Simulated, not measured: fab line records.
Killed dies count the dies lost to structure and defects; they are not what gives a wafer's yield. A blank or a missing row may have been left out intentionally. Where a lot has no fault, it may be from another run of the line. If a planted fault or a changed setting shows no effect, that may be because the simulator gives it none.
Comparing a struck lot with a sound one + flow sky130 + 21 steps out of a route of 708
Sound: wafers L497.3, L497.4, L497.6. Wafers L491.1, L491.2, L491.6 were the ones struck. Last of all comes the cause.
At each step with rows: each side's tool, then ch and its chambers, then its first start. Under that, the readings that differ: sound wafers + struck wafers + difference of the means + sigmas: that difference in standard deviations of wafers without a fault.
alike: a reading whose means differ by less than 2 such deviations, as well as words and numbers matching on both sides. not compared: withheld readings; readings where some wafer has no value; bounds like >300 that might hide an equal value; numbers whose values overlap and for which the record gives no deviation.
A row with sigmas, a row that says differs or no value, or rows on one side alone: a step with any of these is where the two part. Non-overlapping numbers with no deviation appear without sigmas and do not part them. Lack of a reading on every wafer of one side parts them only where that side has two or more wafers.

first, 3 steps without rows for these wafers: SKY_RES_PROTECT_PEB_05; SKY_RES_PROTECT_DEVELOP_06 (develop time 60 s); SKY_POLY_GATE_IMPLANT_02.
SKY_RES_PROTECT_STRIP_07: strips in O2/N2.
  sound on plasma_asher-02 ch 0,1, day 20 05:56; struck on plasma_asher-02 ch 0,1, day 17 19:15
  alike: drypump_motor_current_A, oes_product_au, strip_time_to_endpoint_s
  not compared: rf_hours_counter_h
SKY_RES_PROTECT_TW_MEAS_08:
  sound on film_metro-02, day 20 06:01; struck on film_metro-03, day 17 19:21
| reading      | sound          | struck         | difference | sigmas |
|--------------|----------------|----------------|------------|--------|
| POLY_GATE_TW | 4037 4026 4043 | 4094 4108 4101 | +66        | +2     |
then, 2 steps without rows for these wafers: SKY_RES_PROTECT_CLEAN_09 (cleans in SC1/SC2, time 150 s); SKY_POLY_GATE_CVD_03 (deposits Si3N4 from DCS/NH3, target thk 75 nm, time 1290 s).
SKY_POLY_GATE_THK_MEAS_04:
  sound on film_metro-04, day 20 07:30; struck on film_metro-04, day 17 20:50
  alike: POLY_GATE_CVD_03_THK
then, 4 steps without rows for these wafers: SKY_POLY_GATE_DEHYDRATE_05 (time 60 s); SKY_POLY_GATE_HMDS_06 (prime time 60 s); SKY_POLY_GATE_COAT_07 (resist thk 110 nm); SKY_POLY_GATE_COAT_08 (resist thk 450 nm).
SKY_POLY_GATE_SOFTBAKE_09: time 90 s.
  sound on litho_track-03 ch 0, day 20 23:00; struck on litho_track-01 ch 0, day 18 12:00
| reading                  | sound              | struck            | difference | sigmas |
|--------------------------|--------------------|-------------------|------------|--------|
| heater_power_total_W (W) | 57.19 57.51 57.47  | 51.60 51.74 51.48 | -5.78      | -53    |
| plate_temp_C (C)         | 99.91 99.95 100.09 | 92.69 92.54 92.62 | -7.37      | -61    |
  alike: resist_line_temp_C
then, 2 steps without rows for these wafers: SKY_POLY_GATE_EXPOSE_10 (exposes mask P1M, target cd 150 nm); SKY_POLY_GATE_PEB_11.
SKY_POLY_GATE_DEVELOP_12: develop time 60 s.
  sound on litho_track-04 ch 0; struck on litho_track-01 ch 0
| reading                                          | sound             | struck            | difference | sigmas |
|--------------------------------------------------|-------------------|-------------------|------------|--------|
| model.KrF-thick_of_POLY_GATE_COAT_08.thk_nm (nm) | 434.1 434.3 435.7 | 441.2 440.4 438.5 | +5.3       |        |
  alike: resist_line_temp_C
SKY_POLY_GATE_CD_MEAS_13: the cd target is 150 nm.
  sound on cd_sem-02, day 21 14:22; struck on cd_sem-02, day 19 02:13
  alike: cd_nm
SKY_POLY_GATE_OVL_MEAS_14:
  sound on overlay-01, day 21 14:27; struck on overlay-02, day 19 02:20
  alike: POLY_GATE_OVL
SKY_POLY_GATE_ETCH_15: etches BARC in N2/H2, stops on SiO2, time 118.5 s, target depth 110 nm.
  sound on rie_diel-02 ch 0,1,2, day 21 14:29; struck on rie_diel-02 ch 0,2, day 19 02:22
| reading                                          | sound             | struck            | difference | sigmas |
|--------------------------------------------------|-------------------|-------------------|------------|--------|
| model.KrF-thick_of_POLY_GATE_COAT_08.thk_nm (nm) | 341.1 344.4 341.9 | 350.9 347.8 348.4 | +6.6       |        |
  alike: bias_w, drypump_motor_current_A, h2_flow_sccm, oes_product_au, throttle_valve_pct
  not compared: rf_hours_counter_h
SKY_POLY_GATE_ETCH_16: etches Si3N4 in CH3F/O2, stops on poly-Si, time 147.5 s, target depth 75 nm.
  sound on rie_diel-02 ch 0,1,2, day 21 14:34; struck on rie_diel-02 ch 0,2, day 19 02:27
  alike: bias_w, drypump_motor_current_A, oes_product_au, throttle_valve_pct
  not compared: rf_hours_counter_h
-- the record jumps here: 28 days lie between the struck wafers' starts before and after (it left off in module POLY_GATE and takes up again in module PAD_OPEN, whose first step shown is number 708 of the route) --
SKY_PAD_OPEN_PROBE_99:
  sound on prober-02, day 48 20:38; struck on prober-02, day 47 08:52
  alike: killed_at_M0_to_M3, killed_at_M4_up, killed_at_contacts, killed_at_front_end, killed_at_other, killed_dies, killed_open, killed_short

== WHERE THEY PART ==
At SKY_RES_PROTECT_TW_MEAS_08 first; at SKY_POLY_GATE_SOFTBAKE_09 last (within this record only). Later steps at which nothing parts them and some readings are alike: SKY_POLY_GATE_DEVELOP_12, SKY_POLY_GATE_CD_MEAS_13, SKY_POLY_GATE_OVL_MEAS_14, SKY_POLY_GATE_ETCH_15, SKY_POLY_GATE_ETCH_16, SKY_PAD_OPEN_PROBE_99.

WHY: what the simulator had put in
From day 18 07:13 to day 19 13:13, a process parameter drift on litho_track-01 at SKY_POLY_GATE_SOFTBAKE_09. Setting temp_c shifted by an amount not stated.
